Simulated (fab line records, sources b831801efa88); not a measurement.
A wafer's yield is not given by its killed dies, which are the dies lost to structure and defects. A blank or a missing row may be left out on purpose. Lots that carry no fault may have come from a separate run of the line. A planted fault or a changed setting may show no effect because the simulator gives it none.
fab line records | flow sky130
record lots=14 wafers=40 last-day=50
route steps=708 shown VIA3@575 METAL4@630 VIA4@660 METAL5@666
lots untouched by any fault: they come from a run of this same line in which no faults occurred
start-h: hours from the record's opening day to when the first of the lot's shown wafers began | wait-h: how many hours have passed since the lot's step before this one | " as in the row above | L1.1+2: one row covering several wafers at once | - no value, or no start given | * or withheld: withheld | < > ~ a bound
route shown NAME@n: a module of which the file shows steps, and the number in the route of the first | usual: mean/standard deviation taken from wafers without a fault | same: alike in all rows | chamber/n: place in a boat | sites: readings site by site | _std_site: the standard deviation of these | _edge_site: inner sites' mean taken away from outer sites' mean | radius-mm: how far each site lies from the wafer's centre | mask NAME#n: copy n | behind: the most recent tool/chamber to have shaped the wafer | hold: the reason the lot was held/the length of the hold in hours/how it ended | device: the transistor (n, p or np) that didn't switch | end of line: tests of these same wafers at the route's end | where a step has no rows: the recipe by itself | killed: count of dies lost to structure and defects at first sort (not the wafer's yield) | map: dies across one wafer; x = killed, . = not, _ = none there
set.NAME: the setting as run; set.NAME@STEP: as run at that earlier step | model.NAME: the simulator's own value behind a step, which no gauge read
route steps across a sampled set of lots; one table per step, one row per wafer
services: when a tool's chamber went out of use (start-h, in hours from the record's first day, below 0 if earlier), for how many hours, and the reason
## steps
# step SKY_VIA3_CMP_02
# recipe material=SiO2 down-force-psi=4 platen-rpm=60 pad-velocity-m-s=0.94248
# usual edge-zone-pressure-frac=1.000/0.005 head-pressure-psi=3.999/0.0086 motor-current-A=12.3/1.5
# columns lot.wafer tool chamber start-h wait-h edge-zone-pressure-frac head-pressure-psi motor-current-A
L600.3 cmp-02 1 910.93 0.4 1.009 4.006 13.7
L600.5 " 0 " " 0.995 3.995 12.5
L600.6 " 1 " " 1.004 3.991 13.6
L602.4 cmp-02 1 922.06 0.0 0.999 3.997 13.9
L602.2 " 3 " " 1.006 4.022 13.5
L602.5 " 1 " " 0.997 4.004 13.5
L604.2 cmp-01 0 965.72 0.0 0.999 4.001 9.7
L604.4 " 1 " " 1.000 3.991 13.1
L604.6 " 0 " " 1.003 4.004 10.3
L605.4 cmp-01 0 972.92 0.0 0.997 3.999 10.1
L607.3 cmp-02 1 986.09 0.1 1.000 4.007 14.1
L607.5 " 0 " " 0.996 3.994 12.7
L607.6 " 1 " " 1.004 4.007 13.2
L611.3 cmp-01 2 991.40 0.0 0.997 4.000 13.7
L611.4 " 1 " " 0.994 4.000 13.0
L611.5 " 2 " " 0.996 4.003 14.2
L612.4 cmp-02 3 1010.16 0.4 1.005 4.006 12.7
L612.3 " 0 " " 1.001 4.006 12.2
L612.1 " 2 " " 0.997 3.974 13.1
L614.3 cmp-01 1 1025.12 0.1 0.999 3.988 12.8
L614.5 " 3 " " 1.003 3.986 10.5
L614.6 " 0 " " 1.002 3.998 9.9
L616.2 cmp-01 2 1033.14 0.0 0.995 4.005 13.3
L616.1 " 3 " " 1.006 3.982 10.4
L616.5 " 2 " " 0.997 3.994 13.4
L617.1 cmp-01 1 1035.70 0.6 0.991 3.999 12.1
L617.6 " 2 " " 0.998 3.989 13.5
L617.5 " 3 " " 1.008 3.999 11.0
L619.1 cmp-01 0 1039.43 0.1 1.004 4.005 10.6
L619.2 " 1 " " 1.000 3.996 13.4
L619.6 " 3 " " 1.001 3.995 10.4
L620.1 cmp-01 2 1043.14 0.2 1.007 4.007 13.9
L620.6 " 3 " " 0.997 4.004 10.7
L620.5 " 0 " " 1.007 3.996 10.3
L621.4 cmp-01 0 1062.18 0.8 1.005 4.019 9.8
L621.6 " 2 " " 1.003 4.011 14.0
L621.5 " 3 " " 1.000 4.000 10.0
L623.4 cmp-01 1 1068.79 2.7 1.002 3.994 13.4
L623.6 " 2 " " 0.997 4.008 14.3
L623.5 " 3 " " 1.000 4.008 10.2
# step SKY_METAL4_OVL_MEAS_14
# usual METAL4_OVL=-1/5.7
# columns lot.wafer tool chamber start-h wait-h METAL4_OVL[nm]
L600.3 overlay-02 - 987.22 0.1 3
L600.5 " - " " -2
L600.6 " - " " -4
L602.2 overlay-01 - 997.96 0.1 2
L602.4 " - " " -5
L602.5 " - " " -1
L604.2 overlay-01 - 1040.75 0.1 -5
L604.4 " - " " -11
L604.6 " - " " -6
L605.4 overlay-02 - 1046.51 0.1 2
L607.3 overlay-02 - 1057.97 0.1 9
L607.5 " - " " 9
L607.6 " - " " 7
L611.3 overlay-02 - 1062.91 0.1 4
L611.4 " - " " -3
L611.5 " - " " 5
L612.1 overlay-01 - 1079.40 0.1 -18
L612.3 " - " " -15
L612.4 " - " " -16
L614.3 overlay-02 - 1092.51 0.1 0
L614.5 " - " " 4
L614.6 " - " " 4
L616.1 overlay-01 - 1100.35 0.1 -2
L616.2 " - " " 1
L616.5 " - " " -4
L617.1 overlay-01 - 1103.50 0.1 0
L617.5 " - " " 3
L617.6 " - " " -3
L619.1 overlay-02 - 1106.25 0.1 0
L619.2 " - " " 0
L619.6 " - " " 7
L620.1 overlay-01 - 1110.65 0.1 -1
L620.5 " - " " 0
L620.6 " - " " 2
L621.4 overlay-02 - 1127.40 0.1 -4
L621.5 " - " " -6
L621.6 " - " " -11
L623.4 overlay-02 - 1131.51 0.1 -6
L623.5 " - " " -4
L623.6 " - " " -5
# step SKY_VIA4_CMP_21
# recipe stop-on=SiO2 t-overpolish-s=25 down-force-psi=3.5 platen-rpm=60 target-thk-nm=0 pad-velocity-m-s=0.94248
# usual edge-zone-pressure-frac=1.000/0.0045 head-pressure-psi=3.500/0.008 motor-current-A=11.0/1.4 overpolish-run-s=25.000/0.0085 time-to-endpoint-s=123/3.9
# columns lot.wafer tool chamber start-h wait-h edge-zone-pressure-frac head-pressure-psi motor-current-A overpolish-run-s time-to-endpoint-s
L600.3 cmp-02 0 1015.01 0.4 1.000 3.499 10.7 25.009 120
L600.6 " 2 " " 1.001 3.494 12.5 24.992 122
L600.5 " 3 " " 1.005 3.500 12.3 24.994 125
L602.4 cmp-02 0 1024.32 0.1 1.001 3.503 11.2 25.005 117
L602.2 " 1 " " 1.006 3.500 13.4 25.004 130
L602.5 " 3 " " 1.004 3.506 11.9 24.998 121
L604.2 cmp-01 1 1067.79 2.5 1.000 3.510 12.1 25.020 121
L604.4 " 3 " " 0.998 3.501 9.3 25.009 130
L604.6 " 1 " " 0.997 3.509 12.1 25.002 121
L605.4 cmp-01 1 1071.09 0.0 - - - - -
L607.3 cmp-01 0 1083.86 1.8 - - - - -
L607.6 " 3 " " - - - - -
L607.5 " 0 " " - - - - -
L611.3 cmp-01 0 1087.76 0.3 0.997 3.490 9.3 24.999 124
L611.4 " 2 " " 1.003 3.493 12.9 25.000 122
L611.5 " 0 " " 1.001 3.500 9.7 24.994 122
L612.1 cmp-01 1 1105.60 1.9 1.003 3.492 12.0 24.993 122
L612.4 " 2 " " 0.998 3.509 12.4 24.986 125
L612.3 " 3 " " 0.993 3.506 9.4 24.998 126
L614.3 cmp-01 3 1115.19 1.3 0.991 3.499 9.2 24.994 119
L614.5 " 2 " " 1.001 3.489 12.4 24.982 116
L614.6 " 3 " " 1.004 3.502 9.5 24.996 127
L616.1 cmp-01 1 1124.02 1.0 1.008 3.519 11.6 24.994 122
L616.2 " 2 " " 1.000 3.505 12.4 25.003 121
L616.5 " 3 " " 1.011 3.486 9.5 25.001 128
L617.1 cmp-01 0 1129.57 0.7 1.006 3.504 8.9 24.995 115
L617.5 " 0 " " 0.991 3.501 9.3 25.012 118
L617.6 " 1 " " 1.001 3.506 11.4 25.007 122
L619.1 cmp-02 3 1131.90 0.1 1.009 3.503 11.9 24.984 122
L619.2 " 2 " " 0.995 3.514 12.0 25.002 120
L619.6 " 0 " " 1.001 3.505 11.4 25.008 119
L620.1 cmp-02 2 1134.69 0.1 1.003 3.488 12.2 25.004 122
L620.6 " 1 " " 1.004 3.505 12.8 24.990 125
L620.5 " 2 " " 1.001 3.495 12.5 24.994 121
L621.4 cmp-01 1 1150.98 0.6 0.998 3.503 12.1 24.986 129
L621.5 " 0 " " 0.999 3.500 9.8 24.992 121
L621.6 " 1 " " 0.994 3.495 11.4 25.002 124
L623.4 cmp-01 2 1154.50 0.7 1.000 3.492 12.2 24.991 124
L623.6 " 3 " " 0.995 3.504 9.9 25.002 127
L623.5 " 0 " " 1.002 3.494 9.2 25.004 118
# step SKY_METAL5_RS_MEAS_05
# recipe thk-meas-gauge=four-point-probe reads=TiN_of_METAL5_SPUTTER_04+Ti_of_METAL5_SPUTTER_03+AlCu_of_METAL5_SPUTTER_02+TiN_of_METAL5_SPUTTER_01+Ti_of_METAL5_SPUTTER_00
# usual METAL5_ALCU_RS=0.0270/0.00036
# columns lot.wafer tool chamber start-h wait-h METAL5_ALCU_RS[ohm/sq]
L600.3 film-metro-03 - 1015.42 0.1 0.0269
L600.5 " - " " 0.0275
L600.6 " - " " 0.0270
L602.2 film-metro-02 - 1024.75 0.0 0.0271
L602.4 " - " " 0.0272
L602.5 " - " " 0.0271
L604.2 film-metro-02 - 1068.22 0.0 0.0270
L604.4 " - " " 0.0272
L604.6 " - " " 0.0272
L611.3 film-metro-02 - 1088.21 0.1 0.0269
L611.4 " - " " 0.0271
L611.5 " - " " 0.0267
L612.1 film-metro-01 - 1106.08 0.0 0.0267
L612.3 " - " " 0.0269
L612.4 " - " " 0.0271
L614.3 film-metro-02 - 1115.70 0.1 0.0266
L614.5 " - " " 0.0267
L614.6 " - " " 0.0269
L616.1 film-metro-03 - 1124.39 0.0 0.0265
L616.2 " - " " 0.0266
L616.5 " - " " 0.0266
L617.1 film-metro-03 - 1130.04 0.0 0.0276
L617.5 " - " " 0.0275
L617.6 " - " " 0.0269
L619.1 film-metro-02 - 1132.37 0.0 0.0274
L619.2 " - " " 0.0273
L619.6 " - " " 0.0274
L620.1 film-metro-03 - 1135.11 0.0 0.0267
L620.5 " - " " 0.0269
L620.6 " - " " 0.0270
L621.4 film-metro-03 - 1151.48 0.1 0.0274
L621.5 " - " " 0.0273
L621.6 " - " " 0.0272
L623.4 film-metro-01 - 1154.89 0.1 0.0271
L623.5 " - " " 0.0267
L623.6 " - " " 0.0272
## services
# columns tool chamber start-h hours kind
cmp-01 - 898.91 0.6 repair
cmp-01 - 899.61 5.9 pm
cmp-01 - 913.77 4.0 pm
cmp-01 - 917.77 - consumable-replace:conditioner
cmp-01 - 917.77 - consumable-replace:pad
cmp-01 - 949.93 0.9 repair
cmp-01 - 958.95 3.0 pm
cmp-01 - 962.74 0.7 repair
cmp-01 - 967.68 1.0 repair
cmp-01 - 1001.59 17.6 pm
cmp-02 - 1067.96 0.5 repair
cmp-01 - 1101.00 1.3 repair
cmp-02 - 1104.02 1.5 repair
cmp-01 - 1106.19 1.0 repair
cmp-02 - 1109.14 4.0 pm
cmp-02 - 1113.14 - consumable-replace:conditioner
cmp-02 - 1113.14 - consumable-replace:pad
cmp-02 - 1119.83 4.9 pm
cmp-02 - 1125.58 3.6 repair
cmp-01 - 1139.85 4.0 pm
cmp-01 - 1143.85 - consumable-replace:conditioner
cmp-01 - 1143.85 - consumable-replace:pad
cmp-02 - 1150.26 6.5 repair
## key
first-sign step=SKY_VIA4_CMP_21 reading=tool-record direction=missing
effect none on later readings
met-at SKY_VIA4_CMP_21
struck-lots L605,L607
later-rows-left-out L605.4,L607.3,L607.5,L607.6
sort-left-out L605.4,L607.3,L607.5,L607.6
not-acting-at SKY_VIA3_CMP_02,SKY_METAL4_OVL_MEAS_14,SKY_METAL5_RS_MEAS_05
onset-between 1067.79 1071.09
fault kind=skipped-step-whole tool=cmp-01 chamber=- onset-h=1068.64 steps=SKY_VIA4_CMP_21 scope=struck-lots-only
# sort-left-out: the simulated sort isn't trusted on such a fault, so these wafers' sort isn't shown, and their yield isn't known
# later-rows-left-out: the simulator's readings of these wafers behind a module that went badly wrong aren't trusted and aren't shown, but for the sort
